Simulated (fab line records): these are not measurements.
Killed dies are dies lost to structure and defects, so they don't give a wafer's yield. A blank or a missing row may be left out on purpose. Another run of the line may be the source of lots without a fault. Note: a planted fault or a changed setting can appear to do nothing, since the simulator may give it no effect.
What tool caused it? -- flow sky130 -- 33 wafers from 11 lots sampled at 5 of the route's 708 steps

== WHAT THE GAUGES SHOWED, per wafer ==
SKY_PASSIVATION_THK_MEAS_03. Usual: PASSIVATION_CVD_02_THK gives 541 nm (standard deviation 6.5).
lot,measured,on,PASSIVATION_CVD_02_THK (nm),flag
L199,day 43 17:38,film-metro-01,532 544 546,
L200,day 44 04:05,film-metro-02,528 531 539,
L201,day 45 03:05,film-metro-01,540 533 545,
L204,day 45 09:43,film-metro-01,534 533 542,
L203,day 45 10:52,film-metro-01,540 537 547,
L205,day 45 11:37,film-metro-02,541 540 547,
L206,day 45 13:17,film-metro-02,536 537 552,
L210,day 46 13:25,film-metro-03,545 544 547,
L209,day 46 14:28,film-metro-01,539 548 546,
L217,day 48 09:39,film-metro-02,538 543 847,OFF
L220,day 48 23:17,film-metro-03,542 547 548,

== WHICH TOOL RAN EACH LOT (tool, then ch and the chambers of the sampled wafers, then the start) ==
lot,SKY_METAL5_SPUTTER_04,SKY_METAL5_METAL_ETCH_15,SKY_PASSIVATION_CVD_00,SKY_PASSIVATION_CVD_02
L199,"pvd-sputter-04, day 42 19:00","rie-metal-02 ch 0,1, day 43 16:29","pecvd-04 ch 0,1, day 43 17:19","pecvd-03 ch 0,1,2, day 43 17:23"
L200,"pvd-sputter-02, day 43 04:29","rie-metal-03 ch 1, day 44 02:57","pecvd-01 ch 0,1,2, day 44 03:46","pecvd-04 ch 0,1, day 44 03:51"
L201,"pvd-sputter-04, day 44 04:51","rie-metal-03 ch 0, day 45 01:57","pecvd-04 ch 1,2, day 45 02:47","pecvd-03 ch 0,1, day 45 02:52"
L204,"pvd-sputter-04, day 44 10:14","rie-metal-01 ch 0,1, day 45 08:08","pecvd-04 ch 0,1, day 45 09:24","pecvd-03 ch 0,2, day 45 09:29"
L203,"pvd-sputter-02, day 44 10:55","rie-metal-03 ch 0,1, day 45 09:18","pecvd-01 ch 1,2, day 45 10:34","pecvd-04 ch 1,2, day 45 10:38"
L205,"pvd-sputter-01, day 44 13:20","rie-metal-03 ch 0,1, day 45 10:29","pecvd-03 ch 0,1,2, day 45 11:19","pecvd-01 ch 0,1,2, day 45 11:24"
L206,"pvd-sputter-01, day 44 15:00","rie-metal-01 ch 0,1, day 45 11:47","pecvd-04 ch 0,1,2, day 45 12:58","pecvd-03 ch 0,1, day 45 13:03"
L210,"pvd-sputter-01, day 45 15:31","rie-metal-01 ch 0,1, day 46 12:17","pecvd-03 ch 0,1,2, day 46 13:05","pecvd-01 ch 0,1,2, day 46 13:16"
L209,"pvd-sputter-02, day 45 16:51","rie-metal-03 ch 1, day 46 13:20","pecvd-01 ch 0,2, day 46 14:10","pecvd-04 ch 0,1,2, day 46 14:15"
L217,"pvd-sputter-01, day 47 13:22","rie-metal-02 ch 0,1, day 48 08:32","pecvd-03 ch 0,1,2, day 48 09:19","pecvd-01 ch 1,2, day 48 09:23"
L220,"pvd-sputter-02, day 48 04:03","rie-metal-01 ch 0,1, day 48 22:08","pecvd-01 ch 0,1,2, day 48 22:58","pecvd-03 ch 0,2, day 48 23:03"
- SKY_METAL5_SPUTTER_04: material TiN, target thk 70 nm, time 58.3 s.
- SKY_METAL5_METAL_ETCH_15: etches the open film in Cl2/BCl3, stops on SiO2, target depth 1260 nm, time 252 s.
- SKY_PASSIVATION_CVD_00: deposits SiO2, target thk 90 nm.
- SKY_PASSIVATION_CVD_02: deposits Si3N4, target thk 540 nm.

== AS READ BY THE TOOLS THEMSELVES (means over the sampled wafers that have a number; for cases with no such wafer, the mark the record gives instead) ==
SKY_METAL5_SPUTTER_04. Usual: 30.0 % for throttle-valve-pct, sd 0.95.
lot,tool,throttle-valve-pct (%),flag
L199,pvd-sputter-04,29.7,
L200,pvd-sputter-02,30.7,
L201,pvd-sputter-04,29.7,
L204,pvd-sputter-04,29.8,
L203,pvd-sputter-02,31.3,
L205,pvd-sputter-01,30.1,
L206,pvd-sputter-01,30.2,
L210,pvd-sputter-01,30.2,
L209,pvd-sputter-02,30.4,
L217,pvd-sputter-01,30.1,
L220,pvd-sputter-02,30.3,

SKY_METAL5_METAL_ETCH_15. Usual: drypump-motor-current-A 5.8 A, standard deviation 0.42; oes-product-au 0.894 a.u., standard deviation 0.005; rf-fwd-power-W 896.8 W, standard deviation 2.8; throttle-valve-pct 22.263 %, standard deviation 0.0088.
lot,tool,drypump-motor-current-A (A),oes-product-au (a.u.),rf-fwd-power-W (W),throttle-valve-pct (%),flag
L199,rie-metal-02,5.9,0.889,896.9,22.257,
L200,rie-metal-03,5.5,0.894,898.1,22.262,
L201,rie-metal-03,6.2,0.893,898.0,22.261,
L204,rie-metal-01,5.8,0.892,896.7,22.256,
L203,rie-metal-03,5.9,0.894,899.6,22.257,
L205,rie-metal-03,5.7,0.894,896.4,22.268,
L206,rie-metal-01,5.5,0.896,896.6,22.270,
L210,rie-metal-01,5.8,0.896,896.1,22.261,
L209,rie-metal-03,5.5,0.893,895.2,22.264,
L217,rie-metal-02,6.0,0.891,896.1,22.266,
L220,rie-metal-01,5.8,0.892,895.4,22.273,

SKY_PASSIVATION_CVD_00. Usual: heater-power-w 614 W, standard deviation 85; rf-fwd-power-W 589 W, standard deviation 3.3.
lot,tool,heater-power-w (W),rf-fwd-power-W (W),flag
L199,pecvd-04,575,594,
L200,pecvd-01,522,588,
L201,pecvd-04,670,594,
L204,pecvd-04,569,590,
L203,pecvd-01,588,586,
L205,pecvd-03,651,588,
L206,pecvd-04,629,591,
L210,pecvd-03,649,587,
L209,pecvd-01,479,590,
L217,pecvd-03,661,587,
L220,pecvd-01,537,590,

SKY_PASSIVATION_CVD_02. Usual: heater-power-w 666 W, standard deviation 86; rf-fwd-power-W 449.3 W, standard deviation 1.3.
lot,tool,heater-power-w (W),rf-fwd-power-W (W),flag
L199,pecvd-03,724,448.6,
L200,pecvd-04,598,448.8,
L201,pecvd-03,679,448.3,
L204,pecvd-03,695,447.9,
L203,pecvd-04,714,449.6,
L205,pecvd-01,552,449.6,
L206,pecvd-03,654,449.6,
L210,pecvd-01,578,448.4,
L209,pecvd-04,722,449.7,
L217,pecvd-01,626,449.5,
L220,pecvd-03,714,449.0,

== THE ANSWER, worked out from the rows above alone ==
Rule: a lot is off if the mean of its wafers that have a number lies more than 3 standard deviations from the usual mean. A lot without any number at a reading at which 4 lots or more have one is off too. The other lots that the step has rows for count as sound. First the gauges in route order, then the tools' own readings, where a lot's mean is used as printed above. The first step at which some lot is off is used, and at that step the reading that is off furthest; a lot without a number counts as furthest.
Off: at SKY_PASSIVATION_THK_MEAS_03 (PASSIVATION_CVD_02_THK), L217.
A tool fits if, at a process step before that reading, it ran every lot that is off, and no sound lot after the first of them. The gauges at SKY_PASSIVATION_THK_MEAS_03 are tried like those tools. Can't be told from this: 5 tools fit, pvd-sputter-01 at SKY_METAL5_SPUTTER_04, rie-metal-02 at SKY_METAL5_METAL_ETCH_15, pecvd-03 at SKY_PASSIVATION_CVD_00, pecvd-01 at SKY_PASSIVATION_CVD_02, film-metro-02 at SKY_PASSIVATION_THK_MEAS_03.

== WHAT THE SIMULATOR HAD PUT IN ==
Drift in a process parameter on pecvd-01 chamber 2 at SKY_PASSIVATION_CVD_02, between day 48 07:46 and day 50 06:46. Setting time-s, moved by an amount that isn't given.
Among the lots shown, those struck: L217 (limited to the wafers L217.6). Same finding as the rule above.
